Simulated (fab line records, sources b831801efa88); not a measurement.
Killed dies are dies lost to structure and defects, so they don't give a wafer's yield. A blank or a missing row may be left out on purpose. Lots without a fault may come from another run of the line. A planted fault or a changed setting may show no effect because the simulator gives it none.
Chamber matching | flow gf180mcu | GF_SAB_ETCH_11 on rie_diel-01: 4 sister chambers
The step etches SiO2 in C4F8/O2/Ar, target depth 55 nm, time 8.5 s. 8 wafers are shown with their chamber, then 6 later ones without.

WAFERS WITH THEIR CHAMBER
wafer  | chamber | oes_product_au (a.u.)
L440.1 | 3       | 0.997
L441.4 | 1       | 0.989
L441.5 | 3       | 0.983
L442.1 | 1       | 0.999
L442.2 | 2       | 0.998
L442.4 | 0       | 1.009
L443.1 | 0       | 0.985
L443.4 | 2       | 1.000

WAFERS WITHOUT THEIR CHAMBER
wafer  | oes_product_au (a.u.)
L444.3 | 0.995
L444.4 | 1.000
L444.5 | 0.985
L445.1 | 0.986
L445.4 | 1.001
L445.5 | 1.007

WHICH CHAMBER EACH WENT THROUGH
wafer  | from the rows above               | in truth
L444.3 | can't be placed: 1 or 0 or 2 or 3 | 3
L444.4 | can't be placed: 2 or 0 or 1 or 3 | 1
L444.5 | can't be placed: 3 or 1 or 0 or 2 | 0
L445.1 | can't be placed: 3 or 1 or 0 or 2 | 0
L445.4 | can't be placed: 2 or 0 or 1 or 3 | 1
L445.5 | can't be placed: 2 or 0 or 1 or 3 | 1
Placed correctly: 0 of 6. Can't be placed from these rows: 6 (the true chamber is among the candidates in 6). Placed wrongly: 0.
How it was worked out, from the rows above alone: a wafer's distance from a chamber is the root of the sum, over the readings, of the square of ((its reading less the chamber's mean) divided by the reading's scatter). The wafer belongs to the nearest chamber; if the next one is less than 2 further off, it can't be placed. A chamber's mean is the mean of its shown wafers. The scatter: the root of (the sum of the squares of (reading less its chamber's mean) over the shown wafers, divided by (wafers less chambers)).
